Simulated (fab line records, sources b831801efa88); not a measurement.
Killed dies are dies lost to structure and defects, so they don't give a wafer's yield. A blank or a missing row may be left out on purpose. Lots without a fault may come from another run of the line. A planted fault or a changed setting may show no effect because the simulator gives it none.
Which tool did it? | flow sky130 | 13 lots, 39 wafers sampled, at 4 steps of a route of 708

WHAT THE GAUGES READ, wafer by wafer
SKY_METAL5_THK_MEAS_06: measures by xrf.
lot  | measured     | on            | METAL5_ALCU_THK (nm)
L571 | day 42 23:40 | film_metro-01 | 1150 1156 1164
L572 | day 43 15:19 | film_metro-01 | 1149 1166 1164
L573 | day 43 16:49 | film_metro-03 | 1142 1143 1129
L574 | day 43 23:17 | film_metro-03 | 1149 1157 1157
L576 | day 44 19:22 | film_metro-01 | 1152 1152 1149
L577 | day 45 01:57 | film_metro-04 | 1176 1179 1186
L578 | day 45 05:41 | film_metro-01 | 1167 1160 1154
L581 | day 46 00:24 | film_metro-04 | 1161 1171 1179
L582 | day 46 08:01 | film_metro-04 | 1148 1155 1151
L584 | day 46 18:24 | film_metro-04 | 1182 1172 1160
L589 | day 47 22:41 | film_metro-04 | 1171 1158 1178
L590 | day 48 02:34 | film_metro-01 | 1153 1167 1153
L592 | day 48 15:32 | film_metro-03 | 1161 1162 1175

SKY_PAD_OPEN_BOW_MEAS_13.
lot  | measured     | on            | PAD_OPEN_BOW (um)
L571 | day 45 20:43 | film_metro-02 | 56 49 66
L572 | day 46 10:47 | film_metro-03 | 43 49 54
L573 | day 46 12:54 | film_metro-03 | 44 55 34
L574 | day 46 18:19 | film_metro-03 | 48 50 48
L576 | day 47 13:08 | film_metro-01 | 47 44 38
L577 | day 47 17:43 | film_metro-02 | 40 36 52
L578 | day 47 22:16 | film_metro-01 | 48 47 45
L581 | day 48 14:01 | film_metro-02 | 50 53 50
L582 | day 48 21:14 | film_metro-01 | 66 55 62
L584 | day 49 07:20 | film_metro-03 | 49 44 57
L589 | day 50 07:05 | film_metro-01 | 62 59 52
L590 | day 50 09:41 | film_metro-01 | 34 52 39
L592 | day 50 21:23 | film_metro-01 | 48 42 47

WHICH TOOL RAN EACH LOT (tool, then ch and the chambers of the sampled wafers, then the start)
lot  | SKY_POLY_GATE_ETCH_15              | SKY_PASSIVATION_STRIP_12
L571 | rie_diel-02 ch 0,1,2, day 16 11:02 | plasma_asher-04 ch 0,1, day 44 21:34
L572 | rie_diel-02 ch 0,1,3, day 17 06:10 | plasma_asher-02 ch 0,1, day 45 11:50
L573 | rie_diel-01 ch 1,2,3, day 17 06:25 | plasma_asher-04 ch 0,1, day 45 13:59
L574 | rie_diel-02 ch 0,2,3, day 17 16:17 | plasma_asher-04 ch 0,1, day 45 19:37
L576 | rie_diel-01 ch 1,2,3, day 18 16:40 | plasma_asher-04 ch 0,1, day 46 14:37
L577 | rie_diel-03 ch 0,1,2, day 19 01:40 | plasma_asher-03 ch 0,1, day 46 19:41
L578 | rie_diel-01 ch 0,1, day 19 10:05   | plasma_asher-02 ch 1, day 47 00:41
L581 | rie_diel-01 ch 0,1, day 20 15:46   | plasma_asher-03 ch 0,1, day 47 16:55
L582 | rie_diel-02 ch 1,2, day 21 02:26   | plasma_asher-02 ch 1, day 48 00:28
L584 | rie_diel-02 ch 0,1,3, day 21 17:49 | plasma_asher-02 ch 1, day 48 10:40
L589 | rie_diel-03 ch 0,2,3, day 23 11:28 | plasma_asher-02 ch 0,1, day 49 12:37
L590 | rie_diel-03 ch 0,2, day 23 17:50   | plasma_asher-02 ch 0,1, day 49 15:12
L592 | rie_diel-01 ch 0,2,3, day 24 14:07 | plasma_asher-03 ch 0,1, day 50 02:54
- SKY_POLY_GATE_ETCH_15: etches BARC in N2/H2, stops on SiO2, time 118.5 s, target depth 110 nm.
- SKY_PASSIVATION_STRIP_12: strips in O2/N2.

WHAT THE TOOLS THEMSELVES READ (means of the sampled wafers that have a number; where no wafer has one, the mark that the record gives instead)
SKY_POLY_GATE_ETCH_15.
lot  | tool        | drypump_motor_current_A (A) | oes_product_au (a.u.) | throttle_valve_pct (%)
L571 | rie_diel-02 | 5.6                         | 0.719                 | 13.210
L572 | rie_diel-02 | 5.5                         | 0.718                 | 13.221
L573 | rie_diel-01 | 5.6                         | 0.717                 | 13.206
L574 | rie_diel-02 | 5.3                         | 0.715                 | 13.216
L576 | rie_diel-01 | 5.6                         | 0.714                 | 13.208
L577 | rie_diel-03 | 5.3                         | 0.721                 | 13.217
L578 | rie_diel-01 | 5.7                         | 0.716                 | 13.219
L581 | rie_diel-01 | 5.7                         | 0.717                 | 13.209
L582 | rie_diel-02 | 5.8                         | 0.715                 | 13.210
L584 | rie_diel-02 | 5.5                         | 0.722                 | 13.212
L589 | rie_diel-03 | 5.6                         | 0.714                 | 13.214
L590 | rie_diel-03 | 5.6                         | 0.714                 | 13.207
L592 | rie_diel-01 | 6.0                         | 0.719                 | 13.214

SKY_PASSIVATION_STRIP_12.
lot  | tool            | drypump_motor_current_A (A) | oes_product_au (a.u.) | strip_time_to_endpoint_s (s)
L571 | plasma_asher-04 | 5.2                         | 0.666                 | 31.37
L572 | plasma_asher-02 | 5.6                         | 0.663                 | 31.61
L573 | plasma_asher-04 | 5.2                         | 0.654                 | 31.58
L574 | plasma_asher-04 | 5.4                         | 0.661                 | 31.54
L576 | plasma_asher-04 | 5.4                         | 0.660                 | 31.39
L577 | plasma_asher-03 | 5.6                         | 0.656                 | 31.55
L578 | plasma_asher-02 | 4.8                         | 0.659                 | 31.56
L581 | plasma_asher-03 | 5.9                         | 0.658                 | 31.57
L582 | plasma_asher-02 | 4.8                         | 0.656                 | 31.58
L584 | plasma_asher-02 | 4.7                         | 0.660                 | 31.50
L589 | plasma_asher-02 | 5.7                         | 0.658                 | 31.57
L590 | plasma_asher-02 | 5.6                         | 0.664                 | 31.55
L592 | plasma_asher-03 | 5.6                         | 0.660                 | 31.46

THE ANSWER, worked out from the rows above alone
Rule: what is usual is taken from the lots themselves. Put in order of their means at a reading, lots are off if they are a third of the lots or fewer, leave a main group of 4 or more, and stand apart from it by a gap of 3 or more times the standard deviation of the main group's means; of several such gaps the widest counts. A main group whose means are all the same, to the digits that the tables above print for the reading, isn't used. A lot without any number at a reading at which 4 lots or more have one is off too. The other lots that the step has rows for count as sound. The gauges are gone through in route order, then the tools' own readings, and for those a lot's mean is taken as printed above. The first step at which some lot is off is used, and at that step the reading that is off furthest; a lot without a number counts as furthest.
No lot is off at any reading shown: from this, nothing can be told.

WHAT THE SIMULATOR HAD PUT IN
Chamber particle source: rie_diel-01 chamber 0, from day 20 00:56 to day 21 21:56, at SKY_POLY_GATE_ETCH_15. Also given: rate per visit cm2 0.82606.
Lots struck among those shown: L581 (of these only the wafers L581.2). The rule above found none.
